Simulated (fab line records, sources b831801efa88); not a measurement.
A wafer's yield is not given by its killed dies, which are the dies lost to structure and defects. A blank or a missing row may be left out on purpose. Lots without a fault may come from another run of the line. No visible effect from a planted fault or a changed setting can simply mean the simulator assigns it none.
fab line records || flow sky130
[record] {"lots": 6, "wafers": 18, "lastDay": 50}
route steps=708 shown POLY_GATE@234 LDD_N@237 PAD_OPEN@708
lots that met no fault: taken from a fault-free run of the same line
startH: hours from the record's opening day to when the first of the lot's shown wafers began || waitH: hours elapsed since this lot's preceding step || " unchanged from the row above || L1.1+2: several wafers, shown together as one row || - no value present, or no start provided || * or withheld: withheld || < > ~ a bound
route shown NAME@n: names a module that has steps shown in the file, with the first one's number in the route || usual: mean/standard deviation of fault-free wafers || same: alike in all rows || chamber/n: place in a boat || sites: per-site readings || _std_site: the values' standard deviation || _edge_site: mean of outer sites minus mean of inner sites || radiusMm: how far each site lies from the wafer's centre || mask NAME#n: copy n || behind: the tool/chamber that last shaped the wafer || hold: what put the lot on hold/how long, in hours/how the hold closed || device: the transistor (n, p or np) that didn't switch || end of line: tests run on the same wafers once the route is complete || a step with no rows: only its recipe || killed: dies lost to structure and defects at the first sort, not the wafer's yield || map: shows each die of a wafer: x if killed, . if not, _ if none is there
set.NAME: the setting as run; set.NAME@STEP: as run at that earlier step || model.NAME: the simulator's own value behind a step, which no gauge read
lots at selected steps of the route; one table per step, one row per wafer
services: a tool's chamber out of use, with start hour (startH, from the record's first day; less than 0 if before it), hours out, and reason
[[steps]]
[step SKY_POLY_GATE_OXIDATION_20]
[recipe] {"tempC": 850, "ambient": "O2", "stabiliseS": 600, "purgeS": 300, "targetThkA": 40, "oxTimeS": 899}
[step SKY_POLY_GATE_THK_MEAS_21]
[recipe] {"reads": "SiO2_of_POLY_GATE_OXIDATION_20"}
[usual] {"POLY_GATE_OXIDATION_THK": "4.01/0.08"}
{"lot.wafer": "L496.2", "tool": "filmMetro-02", "chamber": "-", "startH": 429.72, "waitH": 0.0, "POLY_GATE_OXIDATION_THK[nm]": 4.06}
{"lot.wafer": "L496.5", "tool": "filmMetro-02", "chamber": "-", "startH": 429.72, "waitH": 0.0, "POLY_GATE_OXIDATION_THK[nm]": 4.14}
{"lot.wafer": "L496.6", "tool": "filmMetro-02", "chamber": "-", "startH": 429.72, "waitH": 0.0, "POLY_GATE_OXIDATION_THK[nm]": 4.12}
{"lot.wafer": "L497.2", "tool": "filmMetro-01", "chamber": "-", "startH": 442.01, "waitH": 0.0, "POLY_GATE_OXIDATION_THK[nm]": 4.04}
{"lot.wafer": "L497.3", "tool": "filmMetro-01", "chamber": "-", "startH": 442.01, "waitH": 0.0, "POLY_GATE_OXIDATION_THK[nm]": 3.96}
{"lot.wafer": "L497.4", "tool": "filmMetro-01", "chamber": "-", "startH": 442.01, "waitH": 0.0, "POLY_GATE_OXIDATION_THK[nm]": 4.04}
{"lot.wafer": "L502.2", "tool": "filmMetro-01", "chamber": "-", "startH": 517.09, "waitH": 0.0, "POLY_GATE_OXIDATION_THK[nm]": 4.00}
{"lot.wafer": "L502.5", "tool": "filmMetro-01", "chamber": "-", "startH": 517.09, "waitH": 0.0, "POLY_GATE_OXIDATION_THK[nm]": 4.03}
{"lot.wafer": "L502.6", "tool": "filmMetro-01", "chamber": "-", "startH": 517.09, "waitH": 0.0, "POLY_GATE_OXIDATION_THK[nm]": 4.06}
{"lot.wafer": "L507.1", "tool": "filmMetro-02", "chamber": "-", "startH": 524.97, "waitH": 0.0, "POLY_GATE_OXIDATION_THK[nm]": 3.96}
{"lot.wafer": "L507.2", "tool": "filmMetro-02", "chamber": "-", "startH": 524.97, "waitH": 0.0, "POLY_GATE_OXIDATION_THK[nm]": 3.98}
{"lot.wafer": "L507.5", "tool": "filmMetro-02", "chamber": "-", "startH": 524.97, "waitH": 0.0, "POLY_GATE_OXIDATION_THK[nm]": 3.99}
{"lot.wafer": "L509.1", "tool": "filmMetro-03", "chamber": "-", "startH": 540.78, "waitH": 0.0, "POLY_GATE_OXIDATION_THK[nm]": 4.08}
{"lot.wafer": "L509.4", "tool": "filmMetro-03", "chamber": "-", "startH": 540.78, "waitH": 0.0, "POLY_GATE_OXIDATION_THK[nm]": 4.06}
{"lot.wafer": "L509.5", "tool": "filmMetro-03", "chamber": "-", "startH": 540.78, "waitH": 0.0, "POLY_GATE_OXIDATION_THK[nm]": 4.04}
{"lot.wafer": "L511.1", "tool": "filmMetro-02", "chamber": "-", "startH": 558.88, "waitH": 0.0, "POLY_GATE_OXIDATION_THK[nm]": 4.02}
{"lot.wafer": "L511.2", "tool": "filmMetro-02", "chamber": "-", "startH": 558.88, "waitH": 0.0, "POLY_GATE_OXIDATION_THK[nm]": 4.01}
{"lot.wafer": "L511.3", "tool": "filmMetro-02", "chamber": "-", "startH": 558.88, "waitH": 0.0, "POLY_GATE_OXIDATION_THK[nm]": 4.00}
[step SKY_POLY_GATE_CD_MEAS_22]
[usual] {"cdNm": "150.1/1.9"}
{"lot.wafer": "L496.2", "tool": "cdSem-01", "chamber": "-", "startH": 429.80, "waitH": 0.1, "cdNm": 153.2}
{"lot.wafer": "L496.5", "tool": "cdSem-01", "chamber": "-", "startH": 429.80, "waitH": 0.1, "cdNm": 151.6}
{"lot.wafer": "L496.6", "tool": "cdSem-01", "chamber": "-", "startH": 429.80, "waitH": 0.1, "cdNm": 153.2}
{"lot.wafer": "L497.2", "tool": "cdSem-01", "chamber": "-", "startH": 442.09, "waitH": 0.1, "cdNm": 149.6}
{"lot.wafer": "L497.3", "tool": "cdSem-01", "chamber": "-", "startH": 442.09, "waitH": 0.1, "cdNm": 149.5}
{"lot.wafer": "L497.4", "tool": "cdSem-01", "chamber": "-", "startH": 442.09, "waitH": 0.1, "cdNm": 148.0}
{"lot.wafer": "L502.2", "tool": "cdSem-01", "chamber": "-", "startH": 517.17, "waitH": 0.1, "cdNm": 148.7}
{"lot.wafer": "L502.5", "tool": "cdSem-01", "chamber": "-", "startH": 517.17, "waitH": 0.1, "cdNm": 148.1}
{"lot.wafer": "L502.6", "tool": "cdSem-01", "chamber": "-", "startH": 517.17, "waitH": 0.1, "cdNm": 150.6}
{"lot.wafer": "L507.1", "tool": "cdSem-02", "chamber": "-", "startH": 525.03, "waitH": 0.1, "cdNm": 148.8}
{"lot.wafer": "L507.2", "tool": "cdSem-02", "chamber": "-", "startH": 525.03, "waitH": 0.1, "cdNm": 149.4}
{"lot.wafer": "L507.5", "tool": "cdSem-02", "chamber": "-", "startH": 525.03, "waitH": 0.1, "cdNm": 148.6}
{"lot.wafer": "L509.1", "tool": "cdSem-02", "chamber": "-", "startH": 540.84, "waitH": 0.1, "cdNm": 150.9}
{"lot.wafer": "L509.4", "tool": "cdSem-02", "chamber": "-", "startH": 540.84, "waitH": 0.1, "cdNm": 149.3}
{"lot.wafer": "L509.5", "tool": "cdSem-02", "chamber": "-", "startH": 540.84, "waitH": 0.1, "cdNm": 151.1}
{"lot.wafer": "L511.1", "tool": "cdSem-01", "chamber": "-", "startH": 558.94, "waitH": 0.1, "cdNm": 151.3}
{"lot.wafer": "L511.2", "tool": "cdSem-01", "chamber": "-", "startH": 558.94, "waitH": 0.1, "cdNm": 149.7}
{"lot.wafer": "L511.3", "tool": "cdSem-01", "chamber": "-", "startH": 558.94, "waitH": 0.1, "cdNm": 150.0}
[step SKY_LDD_N_DEHYDRATE_00]
[recipe] {"tempC": 200, "timeS": 60}
[step SKY_LDD_N_HMDS_01]
[recipe] {"primeTimeS": 60, "primeTempC": 120}
[step SKY_LDD_N_COAT_02]
[recipe] {"resist": "NOVOLAK", "spinRpm": 3000, "resistThkNm": 300}
[step SKY_LDD_N_SOFTBAKE_03]
[recipe] {"tempC": 90, "timeS": 60, "resist": "NOVOLAK"}
[step SKY_LDD_N_EXPOSE_04]
[recipe] {"maskId": "NTM", "targetCdNm": 840, "na": 0.6, "sourceShape": "conventional", "sigmaOuter": 0.6, "doseMj": 110}
[step SKY_LDD_N_PEB_05]
[recipe] {"tempC": "withheld", "timeS": "*", "resist": "NOVOLAK"}
[step SKY_LDD_N_DEVELOP_06]
[recipe] {"developTimeS": 58.15, "devTempC": 23}
[step SKY_LDD_N_OVL_MEAS_07]
[usual] {"LDD_N_OVL": "-0.3/1.2"}
{"lot.wafer": "L496.2", "tool": "overlay-02", "chamber": "-", "startH": 460.67, "waitH": 0.1, "LDD_N_OVL[nm]": 2.0}
{"lot.wafer": "L496.5", "tool": "overlay-02", "chamber": "-", "startH": 460.67, "waitH": 0.1, "LDD_N_OVL[nm]": 1.0}
{"lot.wafer": "L496.6", "tool": "overlay-02", "chamber": "-", "startH": 460.67, "waitH": 0.1, "LDD_N_OVL[nm]": 0.2}
{"lot.wafer": "L497.2", "tool": "overlay-02", "chamber": "-", "startH": 472.17, "waitH": 0.1, "LDD_N_OVL[nm]": 0.8}
{"lot.wafer": "L497.3", "tool": "overlay-02", "chamber": "-", "startH": 472.17, "waitH": 0.1, "LDD_N_OVL[nm]": 0.8}
{"lot.wafer": "L497.4", "tool": "overlay-02", "chamber": "-", "startH": 472.17, "waitH": 0.1, "LDD_N_OVL[nm]": -0.5}
{"lot.wafer": "L502.2", "tool": "overlay-01", "chamber": "-", "startH": 547.60, "waitH": 0.1, "LDD_N_OVL[nm]": -0.5}
{"lot.wafer": "L502.5", "tool": "overlay-01", "chamber": "-", "startH": 547.60, "waitH": 0.1, "LDD_N_OVL[nm]": 0.4}
{"lot.wafer": "L502.6", "tool": "overlay-01", "chamber": "-", "startH": 547.60, "waitH": 0.1, "LDD_N_OVL[nm]": -0.8}
{"lot.wafer": "L507.1", "tool": "overlay-02", "chamber": "-", "startH": 555.09, "waitH": 0.1, "LDD_N_OVL[nm]": 0.0}
{"lot.wafer": "L507.2", "tool": "overlay-02", "chamber": "-", "startH": 555.09, "waitH": 0.1, "LDD_N_OVL[nm]": 1.8}
{"lot.wafer": "L507.5", "tool": "overlay-02", "chamber": "-", "startH": 555.09, "waitH": 0.1, "LDD_N_OVL[nm]": 0.6}
{"lot.wafer": "L509.1", "tool": "overlay-01", "chamber": "-", "startH": 570.72, "waitH": 0.1, "LDD_N_OVL[nm]": 0.7}
{"lot.wafer": "L509.4", "tool": "overlay-01", "chamber": "-", "startH": 570.72, "waitH": 0.1, "LDD_N_OVL[nm]": -0.6}
{"lot.wafer": "L509.5", "tool": "overlay-01", "chamber": "-", "startH": 570.72, "waitH": 0.1, "LDD_N_OVL[nm]": -0.3}
{"lot.wafer": "L511.1", "tool": "overlay-01", "chamber": "-", "startH": 587.77, "waitH": 0.1, "LDD_N_OVL[nm]": 0.4}
{"lot.wafer": "L511.2", "tool": "overlay-01", "chamber": "-", "startH": 587.77, "waitH": 0.1, "LDD_N_OVL[nm]": 0.4}
{"lot.wafer": "L511.3", "tool": "overlay-01", "chamber": "-", "startH": 587.77, "waitH": 0.1, "LDD_N_OVL[nm]": 0.4}
[step SKY_LDD_N_IMPLANT_08]
[recipe] {"species": "As", "energyKev": 20, "doseCm2": 7.5e+13, "tiltDeg": "withheld", "rotationDeg": 23}
[step SKY_LDD_N_IMPLANT_09]
[recipe] {"species": "As", "energyKev": 20, "doseCm2": 7.5e+13, "tiltDeg": "withheld", "rotationDeg": 113}
[usual] {"beamOnS": "10.00/0.21", "rotationDeg": "113.00/0.033"}
[same] {"implantIonAmu": 75}
{"lot.wafer": "L496.2", "tool": "implanter-02", "chamber": 0, "startH": 460.87, "waitH": 0.1, "beamOnS": 9.84, "rotationDeg": 113.03}
{"lot.wafer": "L496.5", "tool": "implanter-02", "chamber": 0, "startH": 460.87, "waitH": 0.1, "beamOnS": 10.35, "rotationDeg": 113.02}
{"lot.wafer": "L496.6", "tool": "implanter-02", "chamber": 0, "startH": 460.87, "waitH": 0.1, "beamOnS": 10.00, "rotationDeg": 113.01}
{"lot.wafer": "L497.2", "tool": "implanter-04", "chamber": 0, "startH": 472.37, "waitH": 0.1, "beamOnS": 10.12, "rotationDeg": 112.96}
{"lot.wafer": "L497.3", "tool": "implanter-04", "chamber": 0, "startH": 472.37, "waitH": 0.1, "beamOnS": 9.47, "rotationDeg": 113.06}
{"lot.wafer": "L497.4", "tool": "implanter-04", "chamber": 0, "startH": 472.37, "waitH": 0.1, "beamOnS": 9.73, "rotationDeg": 112.97}
{"lot.wafer": "L502.2", "tool": "implanter-02", "chamber": 0, "startH": 547.80, "waitH": 0.1, "beamOnS": 10.46, "rotationDeg": 247.56}
{"lot.wafer": "L502.5", "tool": "implanter-02", "chamber": 0, "startH": 547.80, "waitH": 0.1, "beamOnS": 9.67, "rotationDeg": 247.55}
{"lot.wafer": "L502.6", "tool": "implanter-02", "chamber": 0, "startH": 547.80, "waitH": 0.1, "beamOnS": 9.62, "rotationDeg": 247.51}
{"lot.wafer": "L507.1", "tool": "implanter-02", "chamber": 0, "startH": 555.28, "waitH": 0.1, "beamOnS": 10.15, "rotationDeg": 247.51}
{"lot.wafer": "L507.2", "tool": "implanter-02", "chamber": 0, "startH": 555.28, "waitH": 0.1, "beamOnS": 10.18, "rotationDeg": 247.49}
{"lot.wafer": "L507.5", "tool": "implanter-02", "chamber": 0, "startH": 555.28, "waitH": 0.1, "beamOnS": 9.79, "rotationDeg": 247.47}
{"lot.wafer": "L509.1", "tool": "implanter-01", "chamber": 0, "startH": 570.90, "waitH": 0.1, "beamOnS": 9.77, "rotationDeg": 112.99}
{"lot.wafer": "L509.4", "tool": "implanter-01", "chamber": 0, "startH": 570.90, "waitH": 0.1, "beamOnS": 10.25, "rotationDeg": 113.01}
{"lot.wafer": "L509.5", "tool": "implanter-01", "chamber": 0, "startH": 570.90, "waitH": 0.1, "beamOnS": 9.92, "rotationDeg": 113.03}
{"lot.wafer": "L511.1", "tool": "implanter-04", "chamber": 0, "startH": 587.95, "waitH": 0.1, "beamOnS": 9.77, "rotationDeg": 113.09}
{"lot.wafer": "L511.2", "tool": "implanter-04", "chamber": 0, "startH": 587.95, "waitH": 0.1, "beamOnS": 9.94, "rotationDeg": 113.07}
{"lot.wafer": "L511.3", "tool": "implanter-04", "chamber": 0, "startH": 587.95, "waitH": 0.1, "beamOnS": 10.12, "rotationDeg": 113.04}
[step SKY_LDD_N_IMPLANT_10]
[recipe] {"species": "As", "energyKev": 20, "doseCm2": 7.5e+13, "tiltDeg": "withheld", "rotationDeg": 203}
[step SKY_PAD_OPEN_PROBE_99]
[usual] {"killed_at_M0_to_M3": "43/7.7", "killed_at_M4_up": "3.0/1.7", "killedAtContacts": "24/5.2", "killedAtFrontEnd": "15/4.5", "killedAtOther": "0.3/0.5", "killedDies": "85/9.5", "killedOnRim": "17/4", "killedOpen": "47/6.6", "killedShort": "38/6.6"}
[same] {"grossDies": 492, "killedAtBackSide": 0}
{"lot.wafer": "L497.2", "tool": "prober-01", "chamber": "-", "startH": 1122.58, "waitH": 0.1, "killed_at_M0_to_M3": 52, "killed_at_M4_up": 1, "killedAtContacts": 25, "killedAtFrontEnd": 10, "killedAtOther": 1, "killedDies": 89, "killedOnRim": 15, "killedOpen": 46, "killedShort": 43}
{"lot.wafer": "L497.3", "tool": "prober-01", "chamber": "-", "startH": 1122.63, "waitH": 0.2, "killed_at_M0_to_M3": 54, "killed_at_M4_up": 0, "killedAtContacts": 30, "killedAtFrontEnd": 8, "killedAtOther": 1, "killedDies": 93, "killedOnRim": 21, "killedOpen": 46, "killedShort": 47}
{"lot.wafer": "L497.4", "tool": "prober-01", "chamber": "-", "startH": 1122.68, "waitH": 0.2, "killed_at_M0_to_M3": 44, "killed_at_M4_up": 1, "killedAtContacts": 26, "killedAtFrontEnd": 8, "killedAtOther": 1, "killedDies": 80, "killedOnRim": 12, "killedOpen": 48, "killedShort": 32}
{"lot.wafer": "L502.2", "tool": "prober-02", "chamber": "-", "startH": 1172.08, "waitH": 0.1, "killed_at_M0_to_M3": 58, "killed_at_M4_up": 7, "killedAtContacts": 21, "killedAtFrontEnd": 21, "killedAtOther": 0, "killedDies": 107, "killedOnRim": 26, "killedOpen": 44, "killedShort": 63}
{"lot.wafer": "L502.5", "tool": "prober-02", "chamber": "-", "startH": 1172.23, "waitH": 0.2, "killed_at_M0_to_M3": 42, "killed_at_M4_up": 1, "killedAtContacts": 32, "killedAtFrontEnd": 18, "killedAtOther": 0, "killedDies": 93, "killedOnRim": 16, "killedOpen": 42, "killedShort": 51}
{"lot.wafer": "L502.6", "tool": "prober-02", "chamber": "-", "startH": 1172.28, "waitH": 0.2, "killed_at_M0_to_M3": 45, "killed_at_M4_up": 0, "killedAtContacts": 32, "killedAtFrontEnd": 20, "killedAtOther": 0, "killedDies": 97, "killedOnRim": 17, "killedOpen": 49, "killedShort": 48}
{"lot.wafer": "L507.1", "tool": "prober-02", "chamber": "-", "startH": 1176.29, "waitH": 0.1, "killed_at_M0_to_M3": 31, "killed_at_M4_up": 3, "killedAtContacts": 20, "killedAtFrontEnd": 28, "killedAtOther": 0, "killedDies": 82, "killedOnRim": 12, "killedOpen": 46, "killedShort": 36}
{"lot.wafer": "L507.2", "tool": "prober-02", "chamber": "-", "startH": 1176.34, "waitH": 0.1, "killed_at_M0_to_M3": 38, "killed_at_M4_up": 1, "killedAtContacts": 29, "killedAtFrontEnd": 7, "killedAtOther": 0, "killedDies": 75, "killedOnRim": 16, "killedOpen": 47, "killedShort": 28}
{"lot.wafer": "L507.5", "tool": "prober-02", "chamber": "-", "startH": 1176.49, "waitH": 0.2, "killed_at_M0_to_M3": 42, "killed_at_M4_up": 2, "killedAtContacts": 19, "killedAtFrontEnd": 11, "killedAtOther": 1, "killedDies": 75, "killedOnRim": 12, "killedOpen": 46, "killedShort": 29}
{"lot.wafer": "L509.1", "tool": "prober-01", "chamber": "-", "startH": 1182.93, "waitH": 0.1, "killed_at_M0_to_M3": 43, "killed_at_M4_up": 2, "killedAtContacts": 26, "killedAtFrontEnd": 16, "killedAtOther": 1, "killedDies": 88, "killedOnRim": 11, "killedOpen": 48, "killedShort": 40}
{"lot.wafer": "L509.4", "tool": "prober-01", "chamber": "-", "startH": 1183.08, "waitH": 0.2, "killed_at_M0_to_M3": 47, "killed_at_M4_up": 1, "killedAtContacts": 28, "killedAtFrontEnd": 22, "killedAtOther": 0, "killedDies": 98, "killedOnRim": 23, "killedOpen": 42, "killedShort": 56}
{"lot.wafer": "L509.5", "tool": "prober-01", "chamber": "-", "startH": 1183.13, "waitH": 0.2, "killed_at_M0_to_M3": 50, "killed_at_M4_up": 5, "killedAtContacts": 20, "killedAtFrontEnd": 11, "killedAtOther": 0, "killedDies": 86, "killedOnRim": 17, "killedOpen": 41, "killedShort": 45}
{"lot.wafer": "L511.1", "tool": "prober-01", "chamber": "-", "startH": 1193.04, "waitH": 0.1, "killed_at_M0_to_M3": 38, "killed_at_M4_up": 6, "killedAtContacts": 26, "killedAtFrontEnd": 15, "killedAtOther": 0, "killedDies": 85, "killedOnRim": 20, "killedOpen": 42, "killedShort": 43}
{"lot.wafer": "L511.2", "tool": "prober-01", "chamber": "-", "startH": 1193.09, "waitH": 0.1, "killed_at_M0_to_M3": 27, "killed_at_M4_up": 1, "killedAtContacts": 26, "killedAtFrontEnd": 6, "killedAtOther": 0, "killedDies": 60, "killedOnRim": 15, "killedOpen": 44, "killedShort": 16}
{"lot.wafer": "L511.3", "tool": "prober-01", "chamber": "-", "startH": 1193.14, "waitH": 0.2, "killed_at_M0_to_M3": 38, "killed_at_M4_up": 4, "killedAtContacts": 23, "killedAtFrontEnd": 10, "killedAtOther": 0, "killedDies": 75, "killedOnRim": 15, "killedOpen": 42, "killedShort": 33}
// killed by level:class
L497.2 VIA1:geometricParticle:open=13 VIA1:geometricParticle:short=11 METAL2:geometricParticle:short=9 LI_CONTACT:geometricParticle:open=8 CONTACT:geometricParticle:open=5 CONTACT:geometricParticle:short=5 METAL1:geometricParticle:short=5 VIA3:geometricParticle:open=5
L497.3 VIA1:geometricParticle:open=13 CONTACT:geometricParticle:open=10 METAL2:geometricParticle:short=8 LI_CONTACT:geometricParticle:open=6 CONTACT:geometricParticle:short=6 METAL1:geometricParticle:short=6 VIA2:geometricParticle:open=6 FIELD_ISO:geometricParticle:open=5
L497.4 VIA1:geometricParticle:open=12 LI_CONTACT:geometricParticle:open=9 METAL2:geometricParticle:short=8 CONTACT:geometricParticle:open=7 METAL1:geometricParticle:short=5 LI_CONTACT:geometricParticle:short=4 METAL1:geometricParticle:open=4 VIA2:geometricParticle:open=4
L502.2 VIA1:geometricParticle:open=18 METAL2:geometricParticle:short=10 METAL1:geometricParticle:short=9 POLY_GATE:geometricParticle:short=7 LI_CONTACT:geometricParticle:open=6 VIA1:geometricParticle:short=6 METAL4:geometricParticle:short=6 FIELD_ISO:geometricParticle:short=5
L502.5 LOCAL_INTERCONNECT:geometricParticle:short=9 VIA1:geometricParticle:open=9 CONTACT:geometricParticle:open=7 METAL2:geometricParticle:short=6 FIELD_ISO:geometricParticle:open=5 LI_CONTACT:geometricParticle:short=5 LI_CONTACT:geometricParticle:open=5 METAL1:geometricParticle:short=5
L502.6 LI_CONTACT:geometricParticle:open=8 VIA1:geometricParticle:open=8 FIELD_ISO:geometricParticle:open=7 CONTACT:geometricParticle:open=7 METAL2:geometricParticle:short=7 VIA2:geometricParticle:open=7 LI_CONTACT:geometricParticle:short=6 CONTACT:geometricParticle:short=6
L507.1 CONTACT:geometricParticle:open=11 FIELD_ISO:geometricParticle:open=9 FIELD_ISO:geometricParticle:short=8 METAL1:geometricParticle:short=5 POLY_GATE:geometricParticle:open=5 POLY_GATE:geometricParticle:short=5 LI_CONTACT:geometricParticle:open=5 VIA2:geometricParticle:open=5
L507.2 VIA1:geometricParticle:open=11 LI_CONTACT:geometricParticle:open=10 CONTACT:geometricParticle:open=9 VIA2:geometricParticle:open=8 VIA1:geometricParticle:short=6 METAL1:geometricParticle:short=4 FIELD_ISO:geometricParticle:open=3 LI_CONTACT:geometricParticle:short=3
L507.5 VIA1:geometricParticle:open=15 CONTACT:geometricParticle:open=8 VIA1:geometricParticle:short=6 VIA2:geometricParticle:open=6 VIA3:geometricParticle:open=5 FIELD_ISO:geometricParticle:short=4 LI_CONTACT:geometricParticle:open=4 METAL1:geometricParticle:short=4
L509.1 VIA3:geometricParticle:open=11 LI_CONTACT:geometricParticle:open=7 FIELD_ISO:geometricParticle:open=6 LOCAL_INTERCONNECT:geometricParticle:short=5 METAL1:geometricParticle:short=5 VIA1:geometricParticle:short=5 VIA2:geometricParticle:open=5 POLY_GATE:geometricParticle:open=4
L509.4 VIA1:geometricParticle:open=16 CONTACT:geometricParticle:open=9 METAL2:geometricParticle:short=9 METAL1:geometricParticle:short=8 FIELD_ISO:geometricParticle:short=7 LI_CONTACT:geometricParticle:short=6 LOCAL_INTERCONNECT:geometricParticle:short=6 FIELD_ISO:geometricParticle:open=5
L509.5 METAL2:geometricParticle:short=10 VIA2:geometricParticle:open=9 VIA1:geometricParticle:open=8 CONTACT:geometricParticle:open=7 LOCAL_INTERCONNECT:geometricParticle:short=6 VIA3:geometricParticle:open=5 POLY_GATE:geometricParticle:short=4 CONTACT:geometricParticle:short=4
L511.1 CONTACT:geometricParticle:open=11 VIA1:geometricParticle:open=9 METAL2:geometricParticle:short=7 LI_CONTACT:geometricParticle:open=6 FIELD_ISO:geometricParticle:open=5 VIA3:geometricParticle:open=5 METAL4:geometricParticle:short=5 METAL1:geometricParticle:short=4
L511.2 CONTACT:geometricParticle:open=11 LI_CONTACT:geometricParticle:open=9 VIA3:geometricParticle:open=8 VIA1:geometricParticle:open=6 LI_CONTACT:geometricParticle:short=4 VIA2:geometricParticle:short=4 POLY_GATE:geometricParticle:open=3 METAL3:geometricParticle:short=3
L511.3 VIA3:geometricParticle:open=10 VIA1:geometricParticle:open=7 LOCAL_INTERCONNECT:geometricParticle:short=6 METAL2:geometricParticle:short=6 LI_CONTACT:geometricParticle:open=5 CONTACT:geometricParticle:open=5 VIA1:geometricParticle:short=4 VIA2:geometricParticle:open=4
[[services]]
{"tool": "implanter-02", "chamber": "-", "startH": 446.59, "hours": 4.9, "kind": "pm"}
{"tool": "implanter-04", "chamber": "-", "startH": 489.86, "hours": 1.7, "kind": "repair"}
{"tool": "implanter-04", "chamber": "-", "startH": 566.57, "hours": 4.7, "kind": "pm"}
[[key]]
[firstSign] {"step": "SKY_LDD_N_IMPLANT_09", "reading": "rotationDeg", "direction": "up", "sigmas": "99+", "usual": 113.00, "struck": 247.51}
effect none on later readings
metAt SKY_LDD_N_IMPLANT_09
struckWafers L502.2,L502.5,L502.6,L507.1,L507.2,L507.5
testerLeftOut L502,L507
onsetBetween 460.87 547.80
[fault] {"kind": "processParameterDrift", "tool": "implanter-02", "chamber": "-", "onsetH": 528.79, "steps": "SKY_LDD_N_IMPLANT_09", "channel": "rotationDeg", "offset": 134.5, "shape": "step", "endH": 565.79, "actsIn": "theseRecipesOnly", "stated": 113}
// testerLeftOut: of these lots the tester's yield and bins aren't shown, on N5 and GAA mostly nor the transistor test; their killed dies are dies lost to structure and defects alone, not to doping, threshold or leakage, so they don't give the yield
